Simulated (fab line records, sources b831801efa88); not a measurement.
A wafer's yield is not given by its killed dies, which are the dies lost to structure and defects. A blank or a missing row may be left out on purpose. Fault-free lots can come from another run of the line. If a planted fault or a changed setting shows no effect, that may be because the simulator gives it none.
A lot that was struck, set against a sound lot + flow sky130 + 33 steps out of a route of 708
Sound: wafers L492.2, L492.5, L492.6. Struck: wafers L485.3, L485.5 (left out: L485.1, a lot-mate that was not struck); the cause follows at the end.
At each step with rows: each side's tool, then ch and its chambers, then its first start. Under that, the readings that differ: sound wafers + struck wafers + difference of the means + sigmas: that difference in standard deviations of wafers without a fault.
alike: words and numbers the same on both sides, and readings whose means are apart by under 2 such deviations; not compared: readings that were withheld, readings missing a value for some wafer, numbers with overlapping values and no deviation given by the record, and bounds like >300 which may hide the same value.
A row with sigmas, a row that says differs or no value, or rows on one side alone: a step with any of these is where the two part. When numbers do not overlap yet have no deviation, they are printed without sigmas and do not part them. A reading that every wafer of one side lacks parts them only if that side has two wafers or more.

SKY_SD_P_CD_MEAS_07: the cd target is 380 nm.
  struck on cd_sem-02, day 28 03:48; sound on cd_sem-01, day 30 11:35
  alike: cd_nm
SKY_SD_P_OVL_MEAS_08:
  struck on overlay-01, day 28 03:55; sound on overlay-02, day 30 11:41
  alike: SD_P_OVL
after that, 1 step had no rows for these wafers: SKY_SD_P_IMPLANT_09.
SKY_SD_P_STRIP_10: strips in O2/N2.
  sound on plasma_asher-03 ch 0,1, day 30 11:52; struck on plasma_asher-03 ch 1, day 28 04:07
  alike: drypump_motor_current_A, oes_product_au, strip_time_to_endpoint_s
  not compared: rf_hours_counter_h
SKY_SD_P_TW_MEAS_11:
  struck on film_metro-02, day 28 04:13; sound on film_metro-01, day 30 11:59
  alike: SD_P_TW
then, 7 steps without rows for these wafers: SKY_RES_XHIGH_DEHYDRATE_00 (time 60 s); SKY_RES_XHIGH_HMDS_01 (prime time 60 s); SKY_RES_XHIGH_COAT_02 (resist thk 1140 nm); SKY_RES_XHIGH_SOFTBAKE_03 (time 60 s); SKY_RES_XHIGH_EXPOSE_04 (exposes mask URPM, target cd 1270 nm); SKY_RES_XHIGH_PEB_05; SKY_RES_XHIGH_DEVELOP_06 (develop time 60 s).
SKY_RES_XHIGH_IMPLANT_07:
  sound on implanter-01 ch 0, day 31 15:26; struck on implanter-04 ch 0, day 29 09:05
SKY_RES_XHIGH_STRIP_08: strips in O2/N2.
  sound on plasma_asher-02 ch 0,1, day 31 15:33; struck on plasma_asher-02 ch 0,1, day 29 09:14
  alike: drypump_motor_current_A, oes_product_au, strip_time_to_endpoint_s
  not compared: rf_hours_counter_h
SKY_RES_XHIGH_TW_MEAS_09:
  struck on film_metro-01, day 29 09:34; sound on film_metro-01, day 31 15:40
| reading      | sound          | struck    | difference | sigmas |
|--------------|----------------|-----------|------------|--------|
| RES_XHIGH_TW | 1622 1620 1632 | 1472 1483 | -147       | -5     |
  not compared: hold
then, 6 steps without rows for these wafers: SKY_SD_N_HMDS_01 (prime time 60 s); SKY_SD_N_COAT_02 (resist thk 1140 nm); SKY_SD_N_SOFTBAKE_03 (time 60 s); SKY_SD_N_EXPOSE_04 (exposes mask NSDM, target cd 380 nm); SKY_SD_N_PEB_05; SKY_SD_N_DEVELOP_06 (develop time 60 s).
SKY_SD_N_CD_MEAS_07: the cd target is 380 nm.
  struck on cd_sem-02, day 30 13:14; sound on cd_sem-01, day 32 19:02
  alike: cd_nm
SKY_SD_N_OVL_MEAS_08:
  struck on overlay-01, day 30 13:22; sound on overlay-01, day 32 19:09
  alike: SD_N_OVL
then, 2 steps without rows for these wafers: SKY_SD_N_IMPLANT_09; SKY_SD_N_IMPLANT_10.
SKY_SD_N_STRIP_11: strips in O2/N2.
  sound on plasma_asher-03 ch 0,1, day 32 19:29; struck on plasma_asher-03 ch 0, day 30 13:42
  alike: drypump_motor_current_A, oes_product_au, strip_time_to_endpoint_s
  not compared: rf_hours_counter_h
SKY_SD_N_TW_MEAS_12:
  struck on film_metro-02, day 30 13:48; sound on film_metro-02, day 32 19:35
  alike: SD_N_TW
then, 1 step without rows for these wafers: SKY_SD_N_CLEAN_13 (cleans in SC1/SC2, time 150 s).
SKY_SD_N_RTA_14: time 2 s.
  sound on rtp_anneal-02 ch 0, day 32 19:43; struck on rtp_anneal-01 ch 0, day 30 13:55
  alike: chamber_o2_ppm, lamp_power_pct, wafer_temp_C_max
SKY_SD_N_RS_MEAS_16: a four-point-probe measurement.
  struck on film_metro-01, day 30 14:05; sound on film_metro-04, day 32 19:56
  alike: SD_N_RS
SKY_SD_N_RS_MEAS_17: a four-point-probe measurement.
  struck on film_metro-01, day 30 14:12; sound on film_metro-04, day 32 20:04
  alike: SD_P_RS
SKY_SD_N_RS_MEAS_18: a four-point-probe measurement.
  struck on film_metro-01, day 30 14:40; sound on film_metro-04, day 32 20:11
| reading               | sound             | struck      | difference | sigmas |
|-----------------------|-------------------|-------------|------------|--------|
| RES_XHIGH_RS (ohm/sq) | 333.1 333.7 333.9 | 425.8 426.0 | +92.3      | +84    |
  not compared: hold
-- record jumps: 17 days separate the struck wafers' starts on either side; left off in module SD_N, taken up again in module PAD_OPEN, whose first shown step is the route's number 708 --
SKY_PAD_OPEN_PROBE_99:
  struck on prober-01, day 47 22:49; sound on prober-02, day 49 09:27
| reading                                            | sound                | struck              | difference | sigmas |
|----------------------------------------------------|----------------------|---------------------|------------|--------|
| model.etest.res_xhigh_po.line_ohm_um               | 5729 5824 5712       | 1.719e+04 1.892e+04 | +1.230e+04 |        |
| model.etest.res_xhigh_po.rs_ohm_sq_range           | 177 161 134.9        | 4217 4959           | +4430      |        |
| model.etest.res_xhigh_po.rs_ohm_sq                 | 2036 2048 1990       | 6008 6510           | +4234      |        |
| model.etest.res_xhigh_po.rs_ohm_sq_rim_less_centre | -113.3 -108.7 -69.14 | -1878 -2014         | -1849      |        |
  alike: killed_at_M0_to_M3, killed_at_M4_up, killed_at_contacts, killed_at_front_end, killed_at_other, killed_dies, killed_open, killed_short

## WHERE THEY PART
Last at SKY_SD_N_RS_MEAS_18 as far as this record goes, first at SKY_RES_XHIGH_TW_MEAS_09. Later steps at which nothing parts them and some readings are alike: SKY_PAD_OPEN_PROBE_99.

WHY: what had been put in by the simulator
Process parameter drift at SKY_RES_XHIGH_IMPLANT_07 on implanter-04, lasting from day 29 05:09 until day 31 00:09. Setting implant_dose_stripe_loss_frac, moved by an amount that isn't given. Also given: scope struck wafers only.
